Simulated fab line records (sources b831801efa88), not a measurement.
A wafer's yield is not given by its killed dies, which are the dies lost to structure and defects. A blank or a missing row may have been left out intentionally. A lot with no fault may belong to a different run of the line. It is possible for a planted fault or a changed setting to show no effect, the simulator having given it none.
Comparing a struck lot with a sound one ; flow sky130 ; 19 out of 708 route steps
Sound: these wafers, L461.1, L461.3, L461.6. Wafers L469.1, L469.3, L469.4 were the ones struck. The cause is named last.
Each step with rows lists, per side, the tool, then ch with its chambers, then its first start. Under that, the readings that differ: sound wafers ; struck wafers ; difference of the means ; sigmas: that difference in standard deviations of wafers without a fault.
alike: same words and numbers on both sides, and readings whose means sit less than 2 such deviations apart. not compared: any withheld reading, any reading some wafer has no value for, any bound like >300 that may hide the same value, and any number with overlapping values for which the record gives no deviation.
The two part at a step that has a row with sigmas, a row that says differs or no value, or rows on one side only. Numbers that have no deviation but don't overlap get no sigmas and don't part them. A reading that every wafer of one side lacks parts them only if that side has two wafers or more.

first, 4 steps without rows for these wafers: SKY_METAL2_STRIP_21 (strips in post etch residue remover, time 1200 s); SKY_METAL2_CLEAN_22 (cleans in IPA, time 180 s); SKY_METAL2_CLEAN_23 (cleans in O3/DIW); SKY_VIA2_HDPCVD_00 (deposits SiO2, target thk 1180 nm, time 196.7 s).
SKY_VIA2_THK_MEAS_01:
  sound: filmMetro-02 at day 38 07:43; struck: filmMetro-03 at day 40 07:58
  alike: VIA2_HDPCVD_THK
SKY_VIA2_CMP_02: polishes SiO2.
  sound on cmp-01 ch 0,1,3, day 38 07:53; struck on cmp-02 ch 1,2,3, day 40 08:02
  alike: motorCurrentA
SKY_VIA2_BOW_MEAS_03:
  sound: filmMetro-01 at day 38 08:05; struck: filmMetro-03 at day 40 08:20
  alike: VIA2_BOW
then, 5 steps without rows for these wafers: SKY_VIA2_DEHYDRATE_04 (time 60 s); SKY_VIA2_HMDS_05 (prime time 60 s); SKY_VIA2_COAT_06 (resist thk 60 nm); SKY_VIA2_COAT_07 (resist thk 450 nm); SKY_VIA2_SOFTBAKE_08 (time 90 s).
SKY_VIA2_EXPOSE_09: exposes mask VIM2, target cd 200 nm.
  sound on krfScanner-01 ch 0, day 38 21:18; struck on krfScanner-02 ch 0, day 40 20:55
reading;sound;struck;difference;sigmas
model.VIA2.overlayXNm (nm);-1.195 -1.195 -1.195;38.02 38.02 38.02;+39.22;
  alike: mask
then, 2 steps without rows for these wafers: SKY_VIA2_PEB_10; SKY_VIA2_DEVELOP_11 (develop time 60 s).
SKY_VIA2_CD_MEAS_12 targets a cd of 200 nm.
  sound: cdSem-01 at day 39 09:10; struck: cdSem-02 at day 41 08:13
  alike: cdNm
SKY_VIA2_OVL_MEAS_13:
  sound: overlay-01 at day 39 09:17; struck: overlay-01 at day 41 08:20
reading;sound;struck;difference;sigmas
VIA2_OVL (nm);2 3 -3;28 43 33;+34;+7
SKY_VIA2_ETCH_14: etches BARC in N2/H2, stops on SiO2, time 45.9 s, target depth 60 nm.
  sound on rieDiel-03 ch 0,1,2, day 39 09:20; struck on rieDiel-03 ch 1,2,3, day 41 08:23
  alike: drypumpMotorCurrentA, oesProductAu, throttleValvePct
  not compared: rfHoursCounterH
SKY_PAD_OPEN_PROBE_99:
  the record holds rows for the sound wafers here (prober-01, day 48 05:36) but none for the struck ones

WHERE THEY PART
Last at SKY_PAD_OPEN_PROBE_99 as far as this record goes, first at SKY_VIA2_OVL_MEAS_13.

WHY: the cause the simulator had injected
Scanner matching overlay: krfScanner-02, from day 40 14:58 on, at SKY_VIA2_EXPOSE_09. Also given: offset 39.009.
